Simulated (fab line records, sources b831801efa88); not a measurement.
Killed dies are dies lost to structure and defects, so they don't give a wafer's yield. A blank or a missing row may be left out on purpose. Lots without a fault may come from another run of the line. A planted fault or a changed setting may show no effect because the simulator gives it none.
One fault seen from 2 desks | flow sfq_line | each desk has only its own numbers; what lay behind them comes last

THE METROLOGY DESK
What the gauges read, lot by lot, whatever tool the lot ran on: means of the sampled wafers that have a number. A lot is out of limits, marked OUT, if its mean lies more than 4 standard deviations from the usual mean; the brackets give that distance.
Columns: A = R5_MONX_THK at SFQ_R5_THK_MEAS_934, usual 39.9 nm; B = M8_BOW at SFQ_M8_BOW_MEAS_951, usual 8 um
lot  | first seen here | A    | B
L386 | day 56 03:18    | 39.4 | 32
L387 | day 57 07:08    | 40.2 | -11
L388 | day 57 08:56    | 40.4 | 20
L389 | day 57 10:08    | 39.9 | 22
L390 | day 57 20:51    | 40.7 | 12
L391 | day 63 08:07    | 39.5 | 9
L398 | day 66 03:52    | 39.7 | 33
L399 | day 66 09:53    | 40.5 | 9
L404 | day 71 14:02    | 38.9 | -6
L405 | day 71 18:29    | 39.6 | 6
L406 | day 71 22:05    | 40.1 | 7
L407 | day 72 01:40    | 39.8 | 10
L408 | day 72 04:41    | 40.7 | -9
L409 | day 73 08:44    | 39.6 | 2
This desk's finding: nothing out of limits on any of the 14 lots.

THE TOOL OWNER'S DESK: litho_track-01
The tool's own readings at SFQ_TRILAYER_M7_LITHO_DEVELOP_179 (time 60 s): means of the sampled wafers that have a number, for each lot that ran on this tool. A lot is out of limits, marked OUT, if its mean lies more than 4 standard deviations from the usual mean; the brackets give that distance.
Columns: A = chill_plate_temp_C at SFQ_TRILAYER_M7_LITHO_DEVELOP_179, usual 22.99 C; B = exhaust_pa at SFQ_TRILAYER_M7_LITHO_DEVELOP_179, usual 44.9 Pa
lot  | first seen here | A     | B
L386 | day 76 15:06    | 22.90 | 44.5
L387 | day 76 19:03    | 22.90 | 44.6
L390 | day 77 07:02    | 23.02 | 43.7
This desk's finding: nothing out of limits on any of the 3 lots.

PUT TOGETHER
The metrology desk saw nothing out of limits.
The tool owner's desk saw nothing out of limits.

WHAT THE SIMULATOR HAD PUT IN
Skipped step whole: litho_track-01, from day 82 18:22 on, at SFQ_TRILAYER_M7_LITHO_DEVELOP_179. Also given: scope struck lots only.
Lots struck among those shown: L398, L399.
